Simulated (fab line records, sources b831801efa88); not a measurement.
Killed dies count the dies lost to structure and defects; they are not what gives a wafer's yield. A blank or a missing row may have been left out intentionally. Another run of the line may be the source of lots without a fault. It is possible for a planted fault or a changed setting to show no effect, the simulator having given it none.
Matching of chambers | flow sky130 | 4 sister chambers for SKY_POLY_GATE_ETCH_15 on rie-diel-01
The step etches BARC in N2/H2, stops on SiO2, time 118.5 s, target depth 110 nm. 14 wafers are shown with their chamber, then 7 later ones without.

== WAFERS WITH THEIR CHAMBER ==
wafer  | chamber | drypump-motor-current-A (A) | throttle-valve-pct (%) | oes-product-au (a.u.)
L074.2 | 0       | 6.1                         | 13.216                 | 0.717
L074.3 | 3       | 5.0                         | 13.208                 | 0.718
L074.6 | 2       | 5.8                         | 13.211                 | 0.715
L080.1 | 2       | 5.8                         | 13.206                 | 0.713
L080.4 | 2       | 5.8                         | 13.206                 | 0.723
L080.5 | 0       | 6.1                         | 13.203                 | 0.724
L084.2 | 0       | 6.0                         | 13.228                 | 0.719
L084.4 | 1       | 6.2                         | 13.234                 | 0.711
L084.6 | 2       | 5.8                         | 13.214                 | 0.714
L087.2 | 0       | 6.1                         | 13.212                 | 0.720
L087.4 | 1       | 6.2                         | 13.236                 | 0.725
L087.5 | 2       | 5.8                         | 13.208                 | 0.712
L090.2 | 2       | 5.8                         | 13.214                 | 0.709
L090.4 | 3       | 5.1                         | 13.211                 | 0.715

SIGNATURES (means of the wafers above)
reading                 | chamber 0 | chamber 1 | chamber 2 | chamber 3 | scatter within a chamber
drypump-motor-current-A | 6.075     | 6.200     | 5.800     | 5.050     | 0.0354
throttle-valve-pct      | 13.21475  | 13.23500  | 13.20983  | 13.20950  | 0.00631
oes-product-au          | 0.72000   | 0.71800   | 0.71433   | 0.71650   | 0.0049
Rule: a wafer lies at a distance from a chamber equal to the root of the sum of squares, over the readings, of (its reading less the chamber's mean, divided by the reading's scatter). If the next closest chamber is less than 2 further off than the closest, the wafer can't be placed; otherwise it belongs to the closest. The scatter is the square root of a quotient: the sum, over the shown wafers, of each reading's squared deviation from its chamber's mean, divided by wafers minus chambers.

== WAFERS WITHOUT THEIR CHAMBER ==
wafer  | drypump-motor-current-A (A) | throttle-valve-pct (%) | oes-product-au (a.u.)
L090.6 | 5.8                         | 13.210                 | 0.722
L093.4 | 5.0                         | 13.205                 | 0.721
L093.5 | 6.2                         | 13.214                 | 0.719
L093.6 | 5.8                         | 13.217                 | 0.709
L096.4 | 6.2                         | 13.227                 | 0.714
L096.5 | 6.0                         | 13.216                 | 0.710
L096.6 | 6.2                         | 13.217                 | 0.719

== EACH ONE'S CHAMBER ==
wafer  | from the rows above     | in truth
L090.6 | 2                       | 2
L093.4 | 3                       | 3
L093.5 | can't be placed: 1 or 0 | 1
L093.6 | 2                       | 2
L096.4 | 1                       | 1
L096.5 | 0                       | 0
L096.6 | can't be placed: 1 or 0 | 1
Correct placement for 5 of the 7. Can't be placed from these rows: 2 (the true chamber is among the candidates in 2). Wrongly placed: 0.
